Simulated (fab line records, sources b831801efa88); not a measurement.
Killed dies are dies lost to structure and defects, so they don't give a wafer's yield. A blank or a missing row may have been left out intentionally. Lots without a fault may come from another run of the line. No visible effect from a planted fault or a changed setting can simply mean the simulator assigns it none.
fab line records ; flow sky130
[record] lots = 6; wafers = 18; lastDay = 49
route steps=708 shown SONOS_ONO@176 GATE_OXIDE@187 POLY_GATE@204 PAD_OPEN@708
lots that met no fault: from a run of the same line without faults
startH: hours from the record's opening day to when the first of the lot's shown wafers began ; waitH: hours from the lot's prior step to this one ; " identical to the entry in the row above ; L1.1+2: a single row standing in for several wafers ; - no value present, or no start provided ; * or withheld: withheld ; < > ~ a bound
route shown NAME@n: names a module that has steps shown in the file, with the first one's number in the route ; usual: mean/standard deviation taken from wafers without a fault ; same: alike in all rows ; chamber/n: place in a boat ; sites: each site's reading ; _std_site: how widely they spread, as a standard deviation ; _edge_site: the outer-site mean with the inner-site mean subtracted ; radiusMm: how far each site lies from the wafer's centre ; mask NAME#n: copy n ; behind: the last tool/chamber to shape the wafer ; hold: the reason the lot was held/the length of the hold in hours/how it ended ; device: the transistor (n, p or np) that didn't switch ; end of line: the route-end tests of the same wafers ; where a step has no rows: the recipe by itself ; killed: at the first sort, the dies lost to defects and structure; wafer yield is something else ; map: dies across one wafer; x = killed, . = not, _ = none there
set.NAME: the setting as run; set.NAME@STEP: as run at that earlier step ; model.NAME: the simulator's own value behind a step, which no gauge read
a table for each step, a row for each wafer; lots at some steps of the route
services: when a tool's chamber went out of use (startH, in hours from the record's first day, below 0 if earlier), for how many hours, and the reason
[[steps]]
[step SKY_SONOS_ONO_COAT_08]
[recipe] resist = NOVOLAK; spinRpm = 3000; resistThkNm = 1140
[step SKY_SONOS_ONO_SOFTBAKE_09]
[recipe] tempC = 90; timeS = 60; resist = NOVOLAK
[step SKY_SONOS_ONO_EXPOSE_10]
[recipe] maskId = ONOM; targetCdNm = 410; na = 0.6; sourceShape = conventional; sigmaOuter = 0.6; doseMj = 150
[step SKY_SONOS_ONO_PEB_11]
[recipe] tempC = withheld; timeS = *; resist = NOVOLAK
[step SKY_SONOS_ONO_DEVELOP_12]
[recipe] developTimeS = 60; devTempC = 23
[step SKY_SONOS_ONO_CD_MEAS_13]
[recipe] targetCdNm = 410
[usual] cdNm = 410.4/1.9
lot.wafer;tool;chamber;startH;waitH;cdNm
L806.2;cdSem-01;-;307.80;0.1;412.5
L806.3;cdSem-01;-;307.80;0.1;410.2
L806.5;cdSem-01;-;307.80;0.1;412.7
L814.1;cdSem-01;-;375.03;0.1;410.9
L814.4;cdSem-01;-;375.03;0.1;412.3
L814.6;cdSem-01;-;375.03;0.1;411.5
L817.3;cdSem-02;-;407.12;0.1;411.0
L817.5;cdSem-02;-;407.12;0.1;410.7
L817.6;cdSem-02;-;407.12;0.1;411.3
L820.1;cdSem-02;-;419.18;0.1;408.4
L820.4;cdSem-02;-;419.18;0.1;409.5
L820.5;cdSem-02;-;419.18;0.1;409.1
L822.1;cdSem-02;-;435.48;0.1;410.9
L822.5;cdSem-02;-;435.48;0.1;408.9
L822.6;cdSem-02;-;435.48;0.1;409.1
L823.2;cdSem-02;-;446.40;0.1;408.2
L823.4;cdSem-02;-;446.40;0.1;410.6
L823.6;cdSem-02;-;446.40;0.1;408.9
[step SKY_SONOS_ONO_OVL_MEAS_14]
[usual] SONOS_ONO_OVL = -0.7/1.3
lot.wafer;tool;chamber;startH;waitH;SONOS_ONO_OVL[nm]
L806.2;overlay-01;-;307.91;0.1;2.2
L806.3;overlay-01;-;307.91;0.1;-2.1
L806.5;overlay-01;-;307.91;0.1;0.4
L814.1;overlay-02;-;375.15;0.1;-0.9
L814.4;overlay-02;-;375.15;0.1;-0.5
L814.6;overlay-02;-;375.15;0.1;0.7
L817.3;overlay-02;-;407.21;0.1;-1.4
L817.5;overlay-02;-;407.21;0.1;-0.6
L817.6;overlay-02;-;407.21;0.1;2.2
L820.1;overlay-01;-;419.30;0.1;-2.1
L820.4;overlay-01;-;419.30;0.1;-1.6
L820.5;overlay-01;-;419.30;0.1;-2.1
L822.1;overlay-01;-;435.60;0.1;-1.5
L822.5;overlay-01;-;435.60;0.1;-1.6
L822.6;overlay-01;-;435.60;0.1;-0.8
L823.2;overlay-02;-;446.50;0.1;-0.3
L823.4;overlay-02;-;446.50;0.1;0.0
L823.6;overlay-02;-;446.50;0.1;-0.2
[step SKY_SONOS_ONO_ETCH_15]
[recipe] targetDepthNm = 19.52; chemistry = CHF3/O2; sourceW = 600; biasW = 200; pressureMtorr = 40; chf3FlowSccm = 50; O2_flow_sccm = 5; timeS = 7.8
[usual] drypumpMotorCurrentA = 5.7/0.45; oesProductAu = 1.002/0.014; throttleValvePct = 8.824/0.01
lot.wafer;tool;chamber;startH;waitH;drypumpMotorCurrentA;oesProductAu;rfHoursCounterH;throttleValvePct
L806.2;rieDiel-01;0;307.94;0.0;5.8;1.007;0;8.823
L806.3;rieDiel-01;3;307.94;0.0;5.2;1.006;6;8.829
L806.5;rieDiel-01;1;307.94;0.0;6.1;0.996;-;8.828
L814.1;rieDiel-03;2;375.18;0.0;6.2;0.976;4;8.815
L814.4;rieDiel-03;3;375.18;0.0;5.9;1.004;40;8.827
L814.6;rieDiel-03;0;375.18;0.0;6.3;0.979;-;8.823
L817.3;rieDiel-03;1;407.23;0.0;6.3;0.999;31;8.841
L817.5;rieDiel-03;2;407.23;0.0;6.2;0.983;-;8.832
L817.6;rieDiel-03;3;407.23;0.0;6.0;1.006;-;8.829
L820.1;rieDiel-01;0;419.33;0.0;5.8;1.009;3;8.819
L820.4;rieDiel-01;3;419.33;0.0;5.2;1.004;8;8.817
L820.5;rieDiel-01;3;419.33;0.0;5.3;0.999;-;8.822
L822.1;rieDiel-03;2;435.63;0.0;6.2;0.982;5;8.831
L822.5;rieDiel-03;2;435.63;0.0;6.2;0.991;-;8.824
L822.6;rieDiel-03;1;435.63;0.0;6.3;1.004;-;8.826
L823.2;rieDiel-04;1;446.53;0.0;5.6;0.995;7;8.822
L823.4;rieDiel-04;1;446.53;0.0;5.6;0.993;-;8.822
L823.6;rieDiel-04;2;446.53;0.0;6.0;1.027;-;8.835
[step SKY_SONOS_ONO_WET_ETCH_16]
[recipe] chemistry = dHF; targetDepthNm = 14; dry = n2Spin; target = SiO2; dilution = 100:1; tempC = 25; timeS = 280
[step SKY_SONOS_ONO_STRIP_17]
[recipe] chemistry = O2/N2; powerW = 1400; pressureMtorr = 1500; platenTempC = withheld; o2FlowSccm = 3000; n2FlowSccm = 300; overashFraction = 0.5
[usual] drypumpMotorCurrentA = 5.7/0.62; o2FlowSccm = 2999/8.3; oesProductAu = 0.710/0.0044; stripTimeToEndpointS = 14.09/0.039
lot.wafer;tool;chamber;startH;waitH;drypumpMotorCurrentA;o2FlowSccm;oesProductAu;rfHoursCounterH;stripTimeToEndpointS
L806.2;plasmaAsher-01;0;308.04;0.0;6.2;2998;0.709;16;14.00
L806.3;plasmaAsher-01;1;308.04;0.0;5.5;3002;0.707;-;14.05
L806.5;plasmaAsher-01;1;308.04;0.0;5.5;2999;0.707;-;14.06
L814.1;plasmaAsher-04;1;375.38;0.0;4.7;3012;0.709;67;14.10
L814.4;plasmaAsher-04;0;375.38;0.0;6.5;3002;0.713;-;14.11
L814.6;plasmaAsher-04;0;375.38;0.0;6.5;2999;0.710;-;14.11
L817.3;plasmaAsher-04;1;407.38;0.0;4.7;2989;0.709;-;14.03
L817.5;plasmaAsher-04;1;407.38;0.0;4.7;2995;0.711;-;14.03
L817.6;plasmaAsher-04;0;407.38;0.0;6.5;3000;0.717;-;14.02
L820.1;plasmaAsher-04;0;419.44;0.0;6.5;2990;0.722;71;14.09
L820.4;plasmaAsher-04;1;419.44;0.0;4.7;3000;0.709;-;14.09
L820.5;plasmaAsher-04;1;419.44;0.0;4.7;2985;0.708;-;14.09
L822.1;plasmaAsher-02;0;435.75;0.0;6.2;3016;0.704;1;14.11
L822.5;plasmaAsher-02;1;435.75;0.0;5.2;3011;0.711;-;14.14
L822.6;plasmaAsher-02;0;435.75;0.0;6.2;2997;0.713;-;14.11
L823.2;plasmaAsher-04;0;446.64;0.0;6.5;3003;0.717;74;14.10
L823.4;plasmaAsher-04;0;446.64;0.0;6.5;3001;0.712;-;14.12
L823.6;plasmaAsher-04;1;446.64;0.0;4.7;3004;0.704;-;14.09
[step SKY_SONOS_ONO_WET_ETCH_18]
[recipe] chemistry = H3PO4; targetDepthNm = 15; target = Si3N4; tempC = 160; timeS = 172
[step SKY_GATE_OXIDE_CLEAN_00]
[recipe] chemistry = SC1/SC2; mix = 1:4:20; tempC = 70; timeS = 150; dry = n2Spin
[step SKY_GATE_OXIDE_OXIDATION_01]
[recipe] tempC = 900; ambient = O2; stabiliseS = 600; purgeS = 300; targetThkA = 102.68; oxTimeS = 1473
[usual] oxTempCMax = 902.9/0.98; spikeTcBottomC = 917.0/1.4
lot.wafer;tool;chamber;startH;waitH;oxTempCMax;spikeTcBottomC;model.SiO2_of_GATE_OXIDE_OXIDATION_01.thkNm
L806.2;furnace-02;0;309.21;1.0;902.1;917.4;10.05
L806.3;furnace-02;0;309.21;1.0;901.4;918.0;10.3
L806.5;furnace-02;0;309.21;1.0;902.3;917.6;10.24
L814.1;furnace-01;0;375.63;0.0;902.2;917.0;10.31
L814.4;furnace-01;0;375.63;0.0;905.0;915.8;10.3
L814.6;furnace-01;0;375.63;0.0;902.1;915.4;10.25
L817.3;furnace-02;0;409.96;2.4;902.3;917.5;10.4
L817.5;furnace-02;0;409.96;2.4;902.7;917.5;10.32
L817.6;furnace-02;0;409.96;2.4;902.6;917.9;10.53
L820.1;furnace-02;0;421.08;1.4;902.4;915.3;10.33
L820.4;furnace-02;0;421.08;1.4;902.3;916.8;10.47
L820.5;furnace-02;0;421.08;1.4;902.5;917.1;10.49
L822.1;furnace-01;0;436.67;0.7;903.7;915.8;9.475
L822.5;furnace-01;0;436.67;0.7;905.3;913.5;9.576
L822.6;furnace-01;0;436.67;0.7;904.9;915.6;9.575
L823.2;furnace-01;0;446.84;0.0;904.3;913.8;9.586
L823.4;furnace-01;0;446.84;0.0;903.2;915.9;9.593
L823.6;furnace-01;0;446.84;0.0;904.2;917.2;9.547
[step SKY_GATE_OXIDE_THK_MEAS_02]
[recipe] reads = SiO2_of_GATE_OXIDE_OXIDATION_01
[usual] GATE_OXIDE_OXIDATION_00_THK = 10.31/0.2
lot.wafer;tool;chamber;startH;waitH;hold;GATE_OXIDE_OXIDATION_00_THK[nm]
L806.2;filmMetro-02;-;310.63;0.0;-;10.09
L806.3;filmMetro-02;-;310.63;0.0;-;10.27
L806.5;filmMetro-02;-;310.63;0.0;-;10.21
L814.1;filmMetro-01;-;377.04;0.0;-;10.35
L814.4;filmMetro-01;-;377.04;0.0;-;10.33
L814.6;filmMetro-01;-;377.04;0.0;-;10.22
L817.3;filmMetro-01;-;411.39;0.0;-;10.39
L817.5;filmMetro-01;-;411.39;0.0;-;10.34
L817.6;filmMetro-01;-;411.39;0.0;-;10.60
L820.1;filmMetro-01;-;422.48;0.0;-;10.34
L820.4;filmMetro-01;-;422.48;0.0;-;10.48
L820.5;filmMetro-01;-;422.48;0.0;-;10.49
L822.1;filmMetro-01;-;438.08;0.0;awaitDispo/0.2h/release;9.54
L822.5;filmMetro-01;-;438.08;0.0;awaitDispo/0.2h/release;9.52
L822.6;filmMetro-01;-;438.08;0.0;awaitDispo/0.2h/release;9.60
L822.1;filmMetro-01;-;438.30;0.2;-;9.49
L822.5;filmMetro-01;-;438.30;0.2;-;9.62
L822.6;filmMetro-01;-;438.30;0.2;-;9.58
L823.2;filmMetro-01;-;448.26;0.0;awaitDispo/0.2h/release;9.63
L823.4;filmMetro-01;-;448.26;0.0;awaitDispo/0.2h/release;9.56
L823.6;filmMetro-01;-;448.26;0.0;awaitDispo/0.2h/release;9.55
L823.2;filmMetro-01;-;448.49;0.2;-;9.57
L823.4;filmMetro-01;-;448.49;0.2;-;9.63
L823.6;filmMetro-01;-;448.49;0.2;-;9.60
[step SKY_GATE_OXIDE_HMDS_04]
[recipe] primeTimeS = 60; primeTempC = 120
[step SKY_GATE_OXIDE_COAT_05]
[recipe] resist = NOVOLAK; spinRpm = 3000; resistThkNm = 1140
[step SKY_GATE_OXIDE_SOFTBAKE_06]
[recipe] tempC = 90; timeS = 60; resist = NOVOLAK
[step SKY_GATE_OXIDE_EXPOSE_07]
[recipe] maskId = LVOM; na = 0.6; sourceShape = conventional; sigmaOuter = 0.6; polarization = unpolarized; targetCdNm = 600; doseMj = 170
[step SKY_GATE_OXIDE_PEB_08]
[recipe] tempC = withheld; timeS = *; resist = NOVOLAK
[step SKY_GATE_OXIDE_DEVELOP_09]
[recipe] resist = NOVOLAK; developer = TMAH; developTimeS = 60; devTempC = 23
[step SKY_GATE_OXIDE_OVL_MEAS_10]
[usual] GATE_OXIDE_OVL = 0.3/1.3
lot.wafer;tool;chamber;startH;waitH;GATE_OXIDE_OVL[nm]
L806.2;overlay-01;-;336.49;0.1;1.0
L806.3;overlay-01;-;336.49;0.1;1.5
L806.5;overlay-01;-;336.49;0.1;1.8
L814.1;overlay-01;-;406.42;0.1;1.8
L814.4;overlay-01;-;406.42;0.1;0.6
L814.6;overlay-01;-;406.42;0.1;1.5
L817.3;overlay-01;-;440.54;0.1;0.9
L817.5;overlay-01;-;440.54;0.1;-0.4
L817.6;overlay-01;-;440.54;0.1;-2.6
L820.1;overlay-02;-;452.63;0.1;0.8
L820.4;overlay-02;-;452.63;0.1;2.0
L820.5;overlay-02;-;452.63;0.1;1.8
L822.1;overlay-01;-;469.13;0.1;-0.9
L822.5;overlay-01;-;469.13;0.1;-1.7
L822.6;overlay-01;-;469.13;0.1;0.3
L823.2;overlay-02;-;479.42;0.1;2.9
L823.4;overlay-02;-;479.42;0.1;2.5
L823.6;overlay-02;-;479.42;0.1;2.2
[step SKY_GATE_OXIDE_IMPLANT_11]
[recipe] species = B; energyKev = 10; doseCm2 = 2.6e+12; tiltDeg = withheld
[step SKY_GATE_OXIDE_WET_ETCH_12]
[recipe] chemistry = dHF; targetDepthNm = 16.8; dry = n2Spin; target = SiO2; dilution = 100:1; tempC = 25; timeS = 336
[step SKY_GATE_OXIDE_STRIP_13]
[recipe] chemistry = O2/N2; powerW = 1400; pressureMtorr = 1500; platenTempC = withheld; o2FlowSccm = 3000; n2FlowSccm = 300; overashFraction = 0.5
[usual] drypumpMotorCurrentA = 5.7/0.39; o2FlowSccm = 2999/7.7; oesProductAu = 0.715/0.0042; stripTimeToEndpointS = 14.18/0.042
lot.wafer;tool;chamber;startH;waitH;drypumpMotorCurrentA;o2FlowSccm;oesProductAu;rfHoursCounterH;stripTimeToEndpointS
L806.2;plasmaAsher-03;1;336.77;0.0;5.3;3012;0.716;53;14.16
L806.3;plasmaAsher-03;1;336.77;0.0;5.3;3015;0.712;-;14.18
L806.5;plasmaAsher-03;0;336.77;0.0;5.8;2990;0.716;-;14.11
L814.1;plasmaAsher-02;0;406.71;0.0;6.2;3001;0.717;74;14.16
L814.4;plasmaAsher-02;0;406.71;0.0;6.2;2989;0.716;-;14.13
L814.6;plasmaAsher-02;0;406.71;0.0;6.2;3000;0.712;-;14.11
L817.3;plasmaAsher-01;0;440.86;0.0;6.2;2991;0.717;-;14.20
L817.5;plasmaAsher-01;0;440.86;0.0;6.2;3010;0.718;-;14.19
L817.6;plasmaAsher-01;1;440.86;0.0;5.4;3006;0.711;-;14.15
L820.1;plasmaAsher-03;1;452.93;0.0;5.3;2997;0.717;65;14.22
L820.4;plasmaAsher-03;0;452.93;0.0;5.8;3003;0.716;-;14.24
L820.5;plasmaAsher-03;1;452.93;0.0;5.3;2997;0.714;-;14.25
L822.1;plasmaAsher-03;1;469.42;0.0;5.3;2993;0.721;67;14.20
L822.5;plasmaAsher-03;0;469.42;0.0;5.8;2993;0.714;-;14.21
L822.6;plasmaAsher-03;1;469.42;0.0;5.3;2998;0.713;-;14.14
L823.2;plasmaAsher-02;0;479.71;0.0;6.2;2991;0.718;4;14.12
L823.4;plasmaAsher-02;1;479.71;0.0;5.2;3005;0.713;-;14.11
L823.6;plasmaAsher-02;1;479.71;0.0;5.1;3008;0.721;-;14.20
[step SKY_GATE_OXIDE_TW_MEAS_14]
[usual] GATE_OXIDE_TW = 226.0/1.7
lot.wafer;tool;chamber;startH;waitH;hold;GATE_OXIDE_TW
L806.2;filmMetro-01;-;336.88;0.1;-;225.4
L806.3;filmMetro-01;-;336.88;0.1;-;226.5
L806.5;filmMetro-01;-;336.88;0.1;-;225.6
L814.1;filmMetro-03;-;406.81;0.1;-;224.6
L814.4;filmMetro-03;-;406.81;0.1;-;225.4
L814.6;filmMetro-03;-;406.81;0.1;-;223.7
L817.3;filmMetro-03;-;440.95;0.1;-;224.6
L817.5;filmMetro-03;-;440.95;0.1;-;223.9
L817.6;filmMetro-03;-;440.95;0.1;-;223.1
L820.1;filmMetro-01;-;453.03;0.1;-;229.1
L820.4;filmMetro-01;-;453.03;0.1;-;228.0
L820.5;filmMetro-01;-;453.03;0.1;-;227.7
L822.1;filmMetro-03;-;469.52;0.1;awaitDispo/0.2h/release;224.6
L822.5;filmMetro-03;-;469.52;0.1;awaitDispo/0.2h/release;224.9
L822.6;filmMetro-03;-;469.52;0.1;awaitDispo/0.2h/release;224.2
L822.1;filmMetro-03;-;469.74;0.2;-;225.3
L822.5;filmMetro-03;-;469.74;0.2;-;224.3
L822.6;filmMetro-03;-;469.74;0.2;-;223.9
L823.2;filmMetro-03;-;479.82;0.1;awaitDispo/0.2h/release;223.5
L823.4;filmMetro-03;-;479.82;0.1;awaitDispo/0.2h/release;224.4
L823.6;filmMetro-03;-;479.82;0.1;awaitDispo/0.2h/release;223.5
L823.2;filmMetro-03;-;480.10;0.3;-;226.6
L823.4;filmMetro-03;-;480.10;0.3;-;225.6
L823.6;filmMetro-03;-;480.10;0.3;-;226.2
[step SKY_GATE_OXIDE_OXIDATION_16]
[recipe] tempC = 800; ambient = O2; idleTempC = 700; rampUpCPerMin = 10; rampDownCPerMin = 3; stabiliseS = 600; purgeS = 300; targetThkA = 35.7; oxTimeS = 1915
[usual] oxTempCMax = 802.9/0.77; spikeTcBottomC = 817.4/1.4
lot.wafer;tool;chamber;startH;waitH;oxTempCMax;spikeTcBottomC;model.SiO2_of_GATE_OXIDE_OXIDATION_01.thkNm
L806.2;furnace-02;0;337.63;0.7;802.2;817.5;11.43
L806.3;furnace-02;0;337.63;0.7;802.2;819.2;11.66
L806.5;furnace-02;0;337.63;0.7;803.0;818.2;11.57
L814.1;furnace-02;0;406.93;0.0;803.3;818.1;11.69
L814.4;furnace-02;0;406.93;0.0;802.5;817.3;11.67
L814.6;furnace-02;0;406.93;0.0;802.7;820.0;11.6
L817.3;furnace-02;0;441.71;0.7;801.8;818.7;11.77
L817.5;furnace-02;0;441.71;0.7;802.1;819.5;11.69
L817.6;furnace-02;0;441.71;0.7;802.5;819.6;11.9
L820.1;furnace-02;0;454.01;0.9;802.0;817.2;11.73
L820.4;furnace-02;0;454.01;0.9;801.8;817.2;11.85
L820.5;furnace-02;0;454.01;0.9;801.8;818.9;11.89
L822.1;furnace-02;0;473.93;1.0;802.0;819.3;10.89
L822.5;furnace-02;0;473.93;1.0;801.3;818.7;11
L822.6;furnace-02;0;473.93;1.0;802.3;818.8;10.97
L823.2;furnace-01;0;482.31;0.1;804.3;815.3;10.93
L823.4;furnace-01;0;482.31;0.1;803.0;816.7;10.93
L823.6;furnace-01;0;482.31;0.1;802.8;817.4;10.89
[step SKY_POLY_GATE_CVD_00]
[recipe] material = poly-Si; targetThkNm = 180; tempC = 620; timeS = 720; pressureMtorr = 200
[step SKY_PAD_OPEN_PROBE_99]
[usual] killed_at_M0_to_M3 = 43/6.4; killed_at_M4_up = 2.9/1.7; killedAtContacts = 24/5; killedAtFrontEnd = 15/4; killedAtOther = 0.4/0.62; killedDies = 86/9.3; killedOpen = 47/6.8; killedShort = 38/5.8
[same] grossDies = 492; killedAtBackSide = 0
lot.wafer;tool;chamber;startH;waitH;killed_at_M0_to_M3;killed_at_M4_up;killedAtContacts;killedAtFrontEnd;killedAtOther;killedDies;killedOpen;killedShort;model.etest.nfet_16v.rOnOhmUm;model.etest.tipSonos.rsOhmSq;model.etest.pfetG5v0d10v5.rOnOhmUm;model.etest.nfetG5v0d10v5.rOnOhmUm;model.etest.nfetG5v0d10v5.driveUaUm;model.etest.nfet_05v0_nvt.driveUaUm;model.etest.pfetG5v0d10v5.driveUaUm;model.etest.nfet_16v.driveUaUm
L806.3;prober-02;-;1097.84;0.2;47;3;23;18;0;91;50;41;1.463e+04;2760;4763;1902;601.3;572.5;341.5;217.2
L806.5;prober-02;-;1097.94;0.2;44;0;19;16;0;79;45;33;1.439e+04;2754;4744;1872;606.8;572.9;348.7;219.6
L814.1;prober-01;-;1144.80;0.1;59;4;21;16;0;100;55;45;1.442e+04;2665;4666;1894;596.4;573.4;348.9;218.1
L814.4;prober-01;-;1144.95;0.2;43;3;29;9;0;84;47;37;1.449e+04;2729;4629;1891;598.1;575;348.4;218.5
L814.6;prober-01;-;1145.05;0.2;44;3;24;23;1;95;54;41;1.418e+04;2629;4613;1888;604;575.4;350.4;221.9
L817.3;prober-02;-;1165.75;0.2;52;4;24;15;0;95;56;39;1.412e+04;2785;4796;1897;600.3;574.1;338.2;221
L817.5;prober-02;-;1165.85;0.2;54;5;24;17;0;100;49;51;1.377e+04;2753;4764;1895;603.9;572.7;336.8;224.2
L817.6;prober-02;-;1165.90;0.2;41;6;32;15;0;94;45;49;1.416e+04;2799;4809;1913;594.6;565;336.3;218.3
L820.1;prober-02;-;1168.76;0.1;39;1;16;8;0;64;33;31;1.426e+04;2642;4711;1888;609.3;578.3;341;216.7
L820.4;prober-02;-;1168.91;0.2;41;5;23;16;1;86;45;41;1.429e+04;2703;4716;1887;595.8;568.8;339.9;217.1
L820.5;prober-02;-;1168.96;0.2;49;2;28;16;0;95;48;47;1.42e+04;2664;4783;1919;589.4;566.7;333.9;216.7
L822.1;prober-01;-;1180.40;0.1;32;6;22;11;0;71;37;34;1.37e+04;2517;4570;1816;643.7;611.2;362.6;237.8
L822.5;prober-01;-;1180.60;0.2;48;3;31;11;0;93;61;32;1.376e+04;2539;4611;1815;639.3;610.4;360;235.5
L822.6;prober-01;-;1180.65;0.2;47;0;18;20;0;85;41;43;1.366e+04;2495;4587;1792;642.7;612.3;359.3;236.3
L823.2;prober-02;-;1185.54;0.1;34;3;21;11;1;70;39;30;1.336e+04;2482;4536;1801;645.5;609.3;359.2;240.2
L823.4;prober-02;-;1185.64;0.2;39;5;26;11;1;82;48;34;1.346e+04;2501;4517;1797;643.5;612.3;365.2;241.9
L823.6;prober-02;-;1185.74;0.2;46;2;27;9;0;84;50;34;1.341e+04;2494;4557;1770;657;612.4;361.9;241.6
// killed by level:class
L806.3 CONTACT:geometricParticle:open=9 METAL2:geometricParticle:short=9 FIELD_ISO:geometricParticle:open=7 VIA3:geometricParticle:open=7 VIA1:geometricParticle:open=6 LI_CONTACT:geometricParticle:open=5 VIA2:geometricParticle:open=5 METAL2:geometricParticle:open=5
L806.5 VIA1:geometricParticle:open=13 LI_CONTACT:geometricParticle:short=6 VIA3:geometricParticle:open=6 FIELD_ISO:geometricParticle:short=5 LI_CONTACT:geometricParticle:open=5 CONTACT:geometricParticle:open=5 METAL1:geometricParticle:short=5 VIA2:geometricParticle:open=4
L814.1 VIA1:geometricParticle:open=13 CONTACT:geometricParticle:open=8 VIA2:geometricParticle:open=8 METAL2:geometricParticle:short=6 VIA2:geometricParticle:short=6 VIA3:geometricParticle:open=6 FIELD_ISO:geometricParticle:short=5 VIA1:geometricParticle:short=5
L814.4 VIA1:geometricParticle:open=15 LI_CONTACT:geometricParticle:open=10 CONTACT:geometricParticle:open=10 METAL2:geometricParticle:short=7 VIA1:geometricParticle:short=5 FIELD_ISO:geometricParticle:open=4 CONTACT:geometricParticle:short=4 VIA3:geometricParticle:short=4
L814.6 CONTACT:geometricParticle:open=11 VIA1:geometricParticle:open=10 VIA2:geometricParticle:open=8 VIA1:geometricParticle:short=6 LI_CONTACT:geometricParticle:open=6 METAL1:geometricParticle:short=6 VIA3:geometricParticle:open=6 FIELD_ISO:geometricParticle:open=5
L817.3 VIA1:geometricParticle:open=14 CONTACT:geometricParticle:open=10 FIELD_ISO:geometricParticle:short=7 METAL1:geometricParticle:short=7 LI_CONTACT:geometricParticle:open=6 METAL2:geometricParticle:short=6 CONTACT:geometricParticle:short=5 FIELD_ISO:geometricParticle:open=4
L817.5 VIA2:geometricParticle:open=9 CONTACT:geometricParticle:open=8 METAL1:geometricParticle:short=8 VIA1:geometricParticle:short=6 VIA1:geometricParticle:open=6 FIELD_ISO:geometricParticle:open=5 FIELD_ISO:geometricParticle:short=5 METAL3:geometricParticle:short=5
L817.6 VIA1:geometricParticle:open=14 CONTACT:geometricParticle:open=10 FIELD_ISO:geometricParticle:short=8 LI_CONTACT:geometricParticle:short=8 LI_CONTACT:geometricParticle:open=6 LOCAL_INTERCONNECT:geometricParticle:short=5 METAL1:geometricParticle:short=5 VIA1:geometricParticle:short=4
L820.1 VIA2:geometricParticle:open=7 VIA1:geometricParticle:open=6 LI_CONTACT:geometricParticle:short=5 CONTACT:geometricParticle:open=5 METAL1:geometricParticle:short=5 LI_CONTACT:geometricParticle:open=4 VIA1:geometricParticle:short=4 METAL3:geometricParticle:open=4
L820.4 VIA1:geometricParticle:open=9 LI_CONTACT:geometricParticle:open=7 VIA2:geometricParticle:open=7 CONTACT:geometricParticle:open=6 METAL2:geometricParticle:short=6 LOCAL_INTERCONNECT:geometricParticle:short=5 VIA2:geometricParticle:short=5 POLY_GATE:geometricParticle:open=4
L820.5 CONTACT:geometricParticle:open=10 METAL1:geometricParticle:short=10 VIA2:geometricParticle:open=9 VIA1:geometricParticle:open=8 FIELD_ISO:geometricParticle:open=7 VIA1:geometricParticle:short=7 LI_CONTACT:geometricParticle:open=6 CONTACT:geometricParticle:short=6
L822.1 CONTACT:geometricParticle:open=9 VIA1:geometricParticle:open=8 VIA3:geometricParticle:open=7 LI_CONTACT:geometricParticle:open=6 POLY_GATE:geometricParticle:short=5 METAL3:geometricParticle:short=5 METAL4:geometricParticle:short=4 LOCAL_INTERCONNECT:geometricParticle:short=3
L822.5 CONTACT:geometricParticle:open=16 VIA1:geometricParticle:open=12 VIA2:geometricParticle:open=10 VIA3:geometricParticle:open=7 METAL2:geometricParticle:short=6 LOCAL_INTERCONNECT:geometricParticle:short=5 LI_CONTACT:geometricParticle:open=5 VIA1:geometricParticle:short=5
L822.6 VIA1:geometricParticle:open=10 FIELD_ISO:geometricParticle:open=7 METAL2:geometricParticle:short=7 FIELD_ISO:geometricParticle:short=6 CONTACT:geometricParticle:short=6 VIA3:geometricParticle:open=5 CONTACT:geometricParticle:open=5 METAL1:geometricParticle:short=5
L823.2 CONTACT:geometricParticle:open=9 VIA1:geometricParticle:open=9 LI_CONTACT:geometricParticle:open=7 VIA1:geometricParticle:short=6 METAL1:geometricParticle:short=5 VIA2:geometricParticle:short=3 VIA2:geometricParticle:open=3 VIA3:geometricParticle:open=3
L823.4 VIA2:geometricParticle:open=10 LI_CONTACT:geometricParticle:open=9 CONTACT:geometricParticle:open=8 VIA1:geometricParticle:open=6 VIA1:geometricParticle:short=5 METAL2:geometricParticle:short=5 METAL4:geometricParticle:short=5 FIELD_ISO:geometricParticle:short=4
L823.6 LI_CONTACT:geometricParticle:open=11 VIA1:geometricParticle:open=10 VIA2:geometricParticle:open=9 CONTACT:geometricParticle:open=7 METAL1:geometricParticle:short=7 CONTACT:geometricParticle:short=4 VIA1:geometricParticle:short=4 VIA3:geometricParticle:open=4
[[services]]
tool;chamber;startH;hours;kind
rieDiel-04;-;287.25;0.2;repair
rieDiel-01;1;296.77;8.1;repair
rieDiel-01;2;300.09;43.9;repair
rieDiel-04;-;318.66;0.3;repair
plasmaAsher-04;-;328.91;11.8;repair
furnace-02;-;341.37;2.3;repair
furnace-02;-;356.59;2.6;pm
rieDiel-04;-;376.47;2.8;pm
rieDiel-04;1;381.81;2.4;repair
rieDiel-04;2;385.24;6.4;repair
plasmaAsher-04;-;399.03;1.3;repair
furnace-01;-;405.94;16.4;repair
plasmaAsher-02;-;421.25;9.0;pm
plasmaAsher-02;0;421.25;9.0;ventCycle
plasmaAsher-02;1;421.25;9.0;ventCycle
rieDiel-01;-;433.95;2.6;repair
plasmaAsher-02;-;436.00;8.8;repair
rieDiel-03;1;436.03;20.4;repair
furnace-01;-;439.47;4.3;pm
rieDiel-04;0;444.35;9.4;repair
plasmaAsher-02;-;450.15;1.2;repair
plasmaAsher-01;-;456.44;28.1;pm
rieDiel-04;3;464.42;6.6;repair
plasmaAsher-02;-;468.69;10.2;repair
[[key]]
[firstSign] step = SKY_GATE_OXIDE_THK_MEAS_02; reading = visit; direction = added
[effect] step = SKY_GATE_OXIDE_THK_MEAS_02; reading = GATE_OXIDE_OXIDATION_00_THK; direction = down; sigmas = 3.6; usual = 10.31; struck = 9.57
[effect] step = SKY_GATE_OXIDE_TW_MEAS_14; reading = visit; direction = added
[modelEffect] step = SKY_GATE_OXIDE_OXIDATION_01; value = SiO2_of_GATE_OXIDE_OXIDATION_01.thkNm; without = 10.44; struck = 9.559
[modelEffect] step = SKY_GATE_OXIDE_OXIDATION_16; value = SiO2_of_GATE_OXIDE_OXIDATION_01.thkNm; without = 11.75; struck = 10.94
[modelEffect] step = SKY_PAD_OPEN_PROBE_99; value = etest.nfet_16v.rOnOhmUm; without = 1.399e+04; struck = 1.356e+04
metAt SKY_GATE_OXIDE_OXIDATION_01
struckWafers L822.1,L822.5,L822.6,L823.2,L823.4,L823.6
testerLeftOut L822,L823
onsetBetween 375.63 436.67
alsoFits time
[fault] kind = processParameterDrift; tool = furnace-01; chamber = -; onsetH = 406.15; steps = SKY_GATE_OXIDE_OXIDATION_01; channel = oxTimeS; offset = *; shape = step; endH = 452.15; actsIn = *; stated = *
// testerLeftOut: of these lots the tester's yield and bins aren't shown, on N5 and GAA mostly nor the transistor test; their killed dies are dies lost to structure and defects alone, not to doping, threshold or leakage, so they don't give the yield
